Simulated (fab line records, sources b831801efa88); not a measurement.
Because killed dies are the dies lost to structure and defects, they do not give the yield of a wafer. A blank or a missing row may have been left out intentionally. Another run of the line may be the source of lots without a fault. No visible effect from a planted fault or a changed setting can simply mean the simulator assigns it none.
fab line records	flow sky130
[record] lots = 11	wafers = 33	last_day = 50
route steps=708 shown METAL4@635 VIA4@652 METAL5@665 PAD_OPEN@708
lots that met no fault: taken from a fault-free run of the same line
start_h: hours from the record's first day to the start of the lot's first wafer shown	wait_h: hours since the lot's step before	" unchanged from the row above	L1.1+2: a single row standing in for several wafers	- value missing, or start not given	* or withheld: withheld	< > ~ a bound
route shown NAME@n: NAME is a module with steps in the file, n the number in the route of the first one	usual: mean/standard deviation of fault-free wafers	same: alike in all rows	chamber/n: place in a boat	sites: the reading at each site	_std_site: standard deviation across them	_edge_site: the outer-site mean with the inner-site mean subtracted	radius_mm: how far each site lies from the wafer's centre	mask NAME#n: copy n	behind: the most recent tool/chamber to have shaped the wafer	hold: the reason the lot was held/the length of the hold in hours/how it ended	device: transistor that didn't switch, given as n, p or np	end of line: tests run on the same wafers once the route is complete	where a step has no rows: the recipe by itself	killed: dies lost to structure and defects at the first sort, not the wafer's yield	map: dies across one wafer; x = killed, . = not, _ = none there
set.NAME: setting as actually run; set.NAME@STEP: the setting as run at that earlier step	model.NAME: the simulator's own value behind a step, which no gauge read
the route's steps for a sample of lots (tables are steps, rows are wafers)
services: from which hour (start_h, from the record's first day; less than 0 if before it) a tool's chamber was out of use, for how many hours, and why
[[steps]]
[step SKY_METAL4_STRIP_19]
[recipe] chemistry = O2/N2	power_w = 1400	pressure_mtorr = 1500	platen_temp_c = withheld	o2_flow_sccm = 3000	n2_flow_sccm = 300	overash_fraction = 0.5
[usual] drypump_motor_current_A = 6.0/0.56	oes_product_au = 0.512/0.0064	strip_time_to_endpoint_s = 6.78/0.094
lot.wafer	tool	chamber	start_h	wait_h	drypump_motor_current_A	oes_product_au	rf_hours_counter_h	strip_time_to_endpoint_s
L347.3	plasma_asher-02	1	979.52	0.1	6.5	0.510	-	6.68
L347.5	"	0	"	"	5.2	0.513	-	6.82
L347.6	"	1	"	"	6.5	0.510	-	6.67
L348.2	plasma_asher-01	1	983.72	0.1	6.5	0.519	27	6.91
L348.4	"	0	"	"	5.8	0.509	-	6.85
L348.6	"	1	"	"	6.5	0.519	-	6.83
L349.1	plasma_asher-02	1	994.77	0.1	6.6	0.502	52	6.75
L349.4	"	1	"	"	6.5	0.508	-	6.73
L349.5	"	0	"	"	5.2	0.508	-	6.72
L350.1	plasma_asher-03	0	997.67	0.1	6.7	0.516	118	6.78
L350.4	"	0	"	"	6.6	0.509	-	6.77
L350.5	"	1	"	"	5.5	0.509	-	6.82
L351.2	plasma_asher-03	1	1011.49	0.1	5.5	0.508	120	6.61
L351.5	"	1	"	"	5.5	0.509	-	6.63
L351.6	"	0	"	"	6.7	0.491	-	6.57
L359.1	plasma_asher-01	0	1056.22	0.1	5.8	0.510	34	6.86
L359.3	"	0	"	"	5.8	0.514	-	6.81
L359.5	"	1	"	"	6.4	0.521	-	6.90
L361.1	plasma_asher-02	0	1074.24	0.1	5.2	0.518	60	6.80
L361.4	"	0	"	"	5.2	0.514	-	6.79
L361.5	"	0	"	"	5.2	0.507	-	6.80
L362.1	plasma_asher-02	1	1079.47	0.1	6.6	0.512	60	6.64
L362.4	"	1	"	"	6.6	0.511	-	6.57
L362.5	"	1	"	"	6.6	0.504	-	6.66
L364.4	plasma_asher-02	1	1096.50	0.1	6.5	0.516	-	6.81
L364.5	"	0	"	"	5.2	0.505	-	6.76
L364.6	"	1	"	"	6.5	0.518	-	6.89
L366.3	plasma_asher-01	0	1127.25	0.1	5.8	0.523	-	6.80
L366.4	"	1	"	"	6.5	0.508	-	6.64
L366.6	"	1	"	"	6.5	0.501	-	6.62
L365.2	plasma_asher-03	0	1131.24	0.1	6.7	0.516	5	6.74
L365.5	"	0	"	"	6.7	0.512	-	6.76
L365.6	"	1	"	"	5.5	0.515	-	6.93
[step SKY_VIA4_STRIP_13]
[recipe] chemistry = O2/N2	power_w = 1400	pressure_mtorr = 1500	platen_temp_c = withheld	o2_flow_sccm = 3000	n2_flow_sccm = 300	overash_fraction = 0.5
[usual] drypump_motor_current_A = 6.0/0.52	oes_product_au = 0.709/0.0042	strip_time_to_endpoint_s = 12.798/0.028
lot.wafer	tool	chamber	start_h	wait_h	drypump_motor_current_A	oes_product_au	rf_hours_counter_h	strip_time_to_endpoint_s
L347.3	plasma_asher-04	1	1003.87	-	5.4	0.711	-	12.821
L347.5	"	1	"	"	5.3	0.707	-	12.818
L347.6	"	0	"	"	6.5	0.708	-	12.769
L348.2	plasma_asher-01	1	1007.35	-	6.5	0.710	29	12.813
L348.4	"	1	"	"	6.5	0.707	-	12.808
L348.6	"	1	"	"	6.5	0.708	-	12.799
L349.1	plasma_asher-01	0	1019.05	-	5.8	0.717	30	12.805
L349.4	"	0	"	"	5.8	0.709	-	12.802
L349.5	"	1	"	"	6.4	0.720	-	12.808
L350.1	plasma_asher-03	1	1021.60	-	5.5	0.713	121	12.814
L350.4	"	1	"	"	5.5	0.710	-	12.818
L350.5	"	1	"	"	5.5	0.706	-	12.806
L351.2	plasma_asher-01	1	1034.65	-	6.5	0.706	32	12.823
L351.5	"	1	"	"	6.5	0.713	-	12.766
L351.6	"	0	"	"	5.8	0.711	-	12.780
L359.1	plasma_asher-04	0	1078.74	-	6.5	0.704	94	12.822
L359.3	"	0	"	"	6.5	0.710	-	12.735
L359.5	"	0	"	"	6.5	0.704	-	12.806
L361.1	plasma_asher-03	0	1096.19	-	6.7	0.706	2	12.824
L361.4	"	0	"	"	6.7	0.713	-	12.814
L361.5	"	0	"	"	6.7	0.711	-	12.764
L362.1	plasma_asher-03	1	1100.78	-	5.5	0.706	2	12.797
L362.4	"	1	"	"	5.5	0.711	-	12.775
L362.5	"	1	"	"	5.5	0.712	-	12.788
L364.4	plasma_asher-03	0	1117.38	-	6.6	0.700	-	12.821
L364.5	"	1	"	"	5.5	0.706	-	12.828
L364.6	"	0	"	"	6.7	0.713	-	12.840
L366.3	plasma_asher-03	1	1146.28	-	5.5	0.709	-	12.830
L366.4	"	0	"	"	6.7	0.702	-	12.869
L366.6	"	0	"	"	6.7	0.711	-	12.854
L365.2	plasma_asher-03	1	1150.89	-	5.5	0.714	8	12.776
L365.5	"	1	"	"	5.5	0.711	-	12.806
L365.6	"	0	"	"	6.7	0.706	-	12.790
[step SKY_METAL5_SPUTTER_04]
[recipe] material = TiN	target_thk_nm = 70	power_w = 6500	time_s = 58.3	chamber_pressure_pa = 0.4
[usual] throttle_valve_pct = 30.1/0.61
lot.wafer	tool	chamber	start_h	wait_h	throttle_valve_pct
L347.3	pvd_sputter-03	-	1005.27	0.0	30.0
L347.5	"	-	"	"	30.6
L347.6	"	-	"	"	30.1
L348.2	pvd_sputter-02	-	1008.75	0.0	29.1
L348.4	"	-	"	"	31.4
L348.6	"	-	"	"	31.0
L349.1	pvd_sputter-03	-	1020.45	0.0	30.1
L349.4	"	-	"	"	29.7
L349.5	"	-	"	"	30.1
L350.1	pvd_sputter-02	-	1023.03	0.0	29.1
L350.4	"	-	"	"	31.2
L350.5	"	-	"	"	29.1
L351.2	pvd_sputter-03	-	1036.05	0.0	29.8
L351.5	"	-	"	"	29.7
L351.6	"	-	"	"	29.8
L359.1	pvd_sputter-04	-	1080.14	0.0	30.9
L359.3	"	-	"	"	30.8
L359.5	"	-	"	"	29.3
L361.1	pvd_sputter-03	-	1097.84	0.0	29.9
L361.4	"	-	"	"	30.3
L361.5	"	-	"	"	30.3
L362.1	pvd_sputter-03	-	1102.22	0.0	29.7
L362.4	"	-	"	"	30.1
L362.5	"	-	"	"	29.7
L364.4	pvd_sputter-03	-	1119.26	0.0	30.0
L364.5	"	-	"	"	29.7
L364.6	"	-	"	"	30.0
L366.3	pvd_sputter-03	-	1147.66	0.0	30.1
L366.4	"	-	"	"	30.1
L366.6	"	-	"	"	30.2
L365.2	pvd_sputter-02	-	1152.30	0.0	30.7
L365.5	"	-	"	"	29.5
L365.6	"	-	"	"	31.4
[step SKY_METAL5_RS_MEAS_05]
[recipe] thk_meas_gauge = four-point-probe	reads = TiN_of_METAL5_SPUTTER_04+Ti_of_METAL5_SPUTTER_03+AlCu_of_METAL5_SPUTTER_02+TiN_of_METAL5_SPUTTER_01+Ti_of_METAL5_SPUTTER_00
[usual] METAL5_ALCU_RS = 0.0271/0.00031
lot.wafer	tool	chamber	start_h	wait_h	METAL5_ALCU_RS[ohm/sq]
L347.3	film_metro-01	-	1005.36	0.1	0.0279
L347.5	"	-	"	"	0.0276
L347.6	"	-	"	"	0.0271
L348.2	film_metro-02	-	1008.82	0.0	0.0270
L348.4	"	-	"	"	0.0276
L348.6	"	-	"	"	0.0275
L349.1	film_metro-01	-	1020.50	0.0	0.0267
L349.4	"	-	"	"	0.0275
L349.5	"	-	"	"	0.0268
L350.1	film_metro-02	-	1023.08	0.0	0.0267
L350.4	"	-	"	"	0.0273
L350.5	"	-	"	"	0.0267
L351.2	film_metro-03	-	1036.12	0.0	0.0273
L351.5	"	-	"	"	0.0269
L351.6	"	-	"	"	0.0266
L359.1	film_metro-03	-	1080.19	0.0	0.0275
L359.3	"	-	"	"	0.0273
L359.5	"	-	"	"	0.0274
L361.1	film_metro-02	-	1097.89	0.0	0.0268
L361.4	"	-	"	"	0.0272
L361.5	"	-	"	"	0.0273
L362.1	film_metro-03	-	1102.27	0.0	0.0273
L362.4	"	-	"	"	0.0277
L362.5	"	-	"	"	0.0275
L364.4	film_metro-01	-	1119.35	0.1	0.0275
L364.5	"	-	"	"	0.0270
L364.6	"	-	"	"	0.0265
L366.3	film_metro-01	-	1147.75	0.1	0.0265
L366.4	"	-	"	"	0.0271
L366.6	"	-	"	"	0.0271
L365.2	film_metro-02	-	1152.37	0.0	0.0271
L365.5	"	-	"	"	0.0272
L365.6	"	-	"	"	0.0269
[step SKY_METAL5_THK_MEAS_06]
[recipe] thk_meas_gauge = xrf	reads = AlCu_of_METAL5_SPUTTER_02
[usual] METAL5_ALCU_THK = 1141/14
lot.wafer	tool	chamber	start_h	wait_h	METAL5_ALCU_THK[nm]
L347.3	film_metro-01	-	1005.46	0.1	1117
L347.5	"	-	"	"	1120
L347.6	"	-	"	"	1140
L348.2	film_metro-02	-	1008.93	0.1	1147
L348.4	"	-	"	"	1123
L348.6	"	-	"	"	1132
L349.1	film_metro-01	-	1020.62	0.1	1163
L349.4	"	-	"	"	1126
L349.5	"	-	"	"	1199
L350.1	film_metro-02	-	1023.20	0.1	1162
L350.4	"	-	"	"	1135
L350.5	"	-	"	"	1162
L351.2	film_metro-03	-	1036.23	0.1	1177
L351.5	"	-	"	"	1191
L351.6	"	-	"	"	1160
L359.1	film_metro-03	-	1080.31	0.1	1118
L359.3	"	-	"	"	1138
L359.5	"	-	"	"	1131
L361.1	film_metro-02	-	1098.01	0.1	1159
L361.4	"	-	"	"	1135
L361.5	"	-	"	"	1134
L362.1	film_metro-03	-	1102.39	0.1	1125
L362.4	"	-	"	"	1120
L362.5	"	-	"	"	1126
L364.4	film_metro-01	-	1119.44	0.1	1127
L364.5	"	-	"	"	1139
L364.6	"	-	"	"	1159
L366.3	film_metro-01	-	1147.85	0.1	1156
L366.4	"	-	"	"	1139
L366.6	"	-	"	"	1145
L365.2	film_metro-02	-	1152.48	0.1	1138
L365.5	"	-	"	"	1145
L365.6	"	-	"	"	1143
[step SKY_PAD_OPEN_PROBE_99]
[usual] defect_limited_yield = 82.3/2	killed_at_M0_to_M3 = 43/6.8	killed_at_M4_up = 3.2/1.9	killed_at_contacts = 24/5	killed_at_front_end = 16/4.9	killed_at_other = 0.4/0.76	killed_dies = 87/10	killed_open = 47/7.3	killed_short = 39/6.2	sort_bin_3_pad_short = 0.9/0.4	sort_bin_5_function = 10.5/1.5	sort_bin_6_memory = 6.4/1.2	sort_n_pass = 405/10	sort_yield_pct = 82.3/2
[same] gross_dies = 492	killed_at_back_side = 0	sort_bin_4_leakage[%] = 0	sort_bin_8_speed[%] = 0
lot.wafer	tool	chamber	start_h	wait_h	defect_limited_yield[%]	killed_at_M0_to_M3	killed_at_M4_up	killed_at_contacts	killed_at_front_end	killed_at_other	killed_dies	killed_open	killed_short	sort_bin_3_pad_short[%]	sort_bin_5_function[%]	sort_bin_6_memory[%]	sort_n_pass	sort_yield_pct[%]
L361.1	prober-01	-	1157.92	0.1	85.6	42	1	19	9	0	71	36	35	0.6	7.9	5.9	421	85.6
L361.4	prober-01	-	1158.07	0.2	85.4	39	3	17	12	1	72	42	30	0.2	9.1	5.3	420	85.4
L361.5	prober-01	-	1158.12	0.2	86.6	29	3	23	8	3	66	33	33	0.8	7.7	4.9	426	86.6
L362.1	prober-02	-	1161.70	0.1	81.3	37	6	36	12	1	92	54	38	1.0	11.2	6.5	400	81.3
L362.4	prober-02	-	1161.85	0.2	84.3	41	3	22	11	0	77	43	34	0.2	10.0	5.5	415	84.3
L362.5	prober-02	-	1161.90	0.2	81.3	48	2	19	23	0	92	49	43	0.8	11.6	6.3	400	81.3
L364.4	prober-02	-	1176.35	0.2	76.6	60	1	23	31	0	115	63	52	0.6	12.4	10.4	377	76.6
L364.5	prober-02	-	1176.40	0.2	83.9	42	5	17	13	2	79	48	29	0.6	8.5	6.9	413	83.9
L364.6	prober-02	-	1176.45	0.2	78.5	52	2	26	25	1	106	61	44	0.6	10.8	10.2	386	78.5
// killed by level:class
L361.1 VIA1:geometric_particle:open=12 LI_CONTACT:geometric_particle:open=6 LI_CONTACT:geometric_particle:short=5 METAL1:geometric_particle:short=5 VIA1:geometric_particle:short=5 VIA2:geometric_particle:short=5 METAL2:geometric_particle:short=4 VIA2:geometric_particle:open=4
L361.4 VIA1:geometric_particle:open=11 LI_CONTACT:geometric_particle:open=6 METAL1:geometric_particle:short=6 POLY_GATE:geometric_particle:open=5 VIA3:geometric_particle:open=5 LOCAL_INTERCONNECT:geometric_particle:short=4 CONTACT:geometric_particle:open=4 VIA2:geometric_particle:open=4
L361.5 LI_CONTACT:geometric_particle:open=9 CONTACT:geometric_particle:open=6 VIA1:geometric_particle:short=6 VIA1:geometric_particle:open=6 METAL2:geometric_particle:short=4 SPACER:geometric_particle:short=3 LI_CONTACT:geometric_particle:short=3 LOCAL_INTERCONNECT:geometric_particle:short=3
L362.1 LI_CONTACT:geometric_particle:open=13 CONTACT:geometric_particle:open=13 VIA1:geometric_particle:open=11 METAL1:geometric_particle:short=8 CONTACT:geometric_particle:short=6 FIELD_ISO:geometric_particle:short=5 VIA2:geometric_particle:open=4 METAL2:geometric_particle:short=4
L362.4 VIA2:geometric_particle:open=10 VIA1:geometric_particle:open=9 CONTACT:geometric_particle:open=8 METAL1:geometric_particle:short=7 VIA3:geometric_particle:open=5 LOCAL_INTERCONNECT:geometric_particle:short=5 POLY_GATE:geometric_particle:short=4 LI_CONTACT:geometric_particle:open=4
L362.5 VIA1:geometric_particle:open=14 VIA3:geometric_particle:short=7 CONTACT:geometric_particle:open=7 FIELD_ISO:geometric_particle:short=6 FIELD_ISO:geometric_particle:open=5 LI_CONTACT:geometric_particle:open=5 POLY_GATE:geometric_particle:open=5 METAL1:geometric_particle:short=5
L364.4 VIA1:geometric_particle:open=12 CONTACT:geometric_particle:open=12 FIELD_ISO:geometric_particle:short=9 POLY_GATE:geometric_particle:open=9 VIA3:geometric_particle:open=8 VIA1:geometric_particle:short=8 VIA2:geometric_particle:open=7 VIA2:geometric_particle:short=6
L364.5 VIA1:geometric_particle:open=14 CONTACT:geometric_particle:open=10 LI_CONTACT:geometric_particle:open=6 VIA3:geometric_particle:open=5 METAL4:geometric_particle:short=5 POLY_GATE:geometric_particle:open=4 VIA1:geometric_particle:short=4 POLY_GATE:geometric_particle:short=3
L364.6 CONTACT:geometric_particle:open=14 VIA1:geometric_particle:open=11 VIA3:geometric_particle:open=10 FIELD_ISO:geometric_particle:short=8 LI_CONTACT:geometric_particle:open=6 METAL2:geometric_particle:short=6 VIA2:geometric_particle:open=6 VIA3:geometric_particle:short=5
[[services]]
tool	chamber	start_h	hours	kind
pvd_sputter-04	0	958.13	-	consumable_replace:kit
pvd_sputter-04	-	988.84	52.3	repair
pvd_sputter-02	3	1031.35	-	consumable_replace:kit
pvd_sputter-02	3	1031.35	18.0	scheduled_down
pvd_sputter-02	3	1031.35	18.0	vent_cycle
pvd_sputter-03	0	1036.10	-	consumable_replace:kit
pvd_sputter-03	0	1036.10	18.0	scheduled_down
pvd_sputter-03	0	1036.10	18.0	vent_cycle
plasma_asher-03	-	1055.25	9.0	pm
plasma_asher-03	0	1055.25	9.0	vent_cycle
plasma_asher-03	1	1055.25	9.0	vent_cycle
plasma_asher-03	0	1064.25	-	clean
plasma_asher-03	1	1064.25	-	clean
plasma_asher-03	-	1077.99	15.6	pm
pvd_sputter-04	-	1108.19	9.8	repair
plasma_asher-03	-	1112.41	1.4	repair
pvd_sputter-03	3	1117.30	-	consumable_replace:kit
pvd_sputter-03	3	1117.30	18.0	scheduled_down
pvd_sputter-03	3	1117.30	18.0	vent_cycle
plasma_asher-02	-	1122.60	73.2	repair
pvd_sputter-02	-	1124.34	0.6	repair
pvd_sputter-04	-	1138.74	2.5	repair
plasma_asher-03	-	1149.34	1.2	repair
pvd_sputter-03	-	1151.14	3.7	repair
[[key]]
[first_sign] step = SKY_METAL5_THK_MEAS_06	reading = METAL5_ALCU_THK	direction = up	sigmas = 3.4	usual = 1141	struck = 1189
effect none on later readings
met_at SKY_METAL5_SPUTTER_04
struck_lots L349,L351
struck_wafers L349.5,L351.2,L351.5
not_acting_at SKY_METAL4_STRIP_19,SKY_VIA4_STRIP_13,SKY_METAL5_RS_MEAS_05
onset_between 1005.27 1020.45
[fault] kind = process_parameter_drift	tool = pvd_sputter-03	chamber = -	onset_h = 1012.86	steps = SKY_METAL5_SPUTTER_04	channel = target_thk_nm	offset = -15.58	shape = step	end_h = 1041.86	scope = struck_wafers_only	acts_in = these_recipes_only	stated = 70
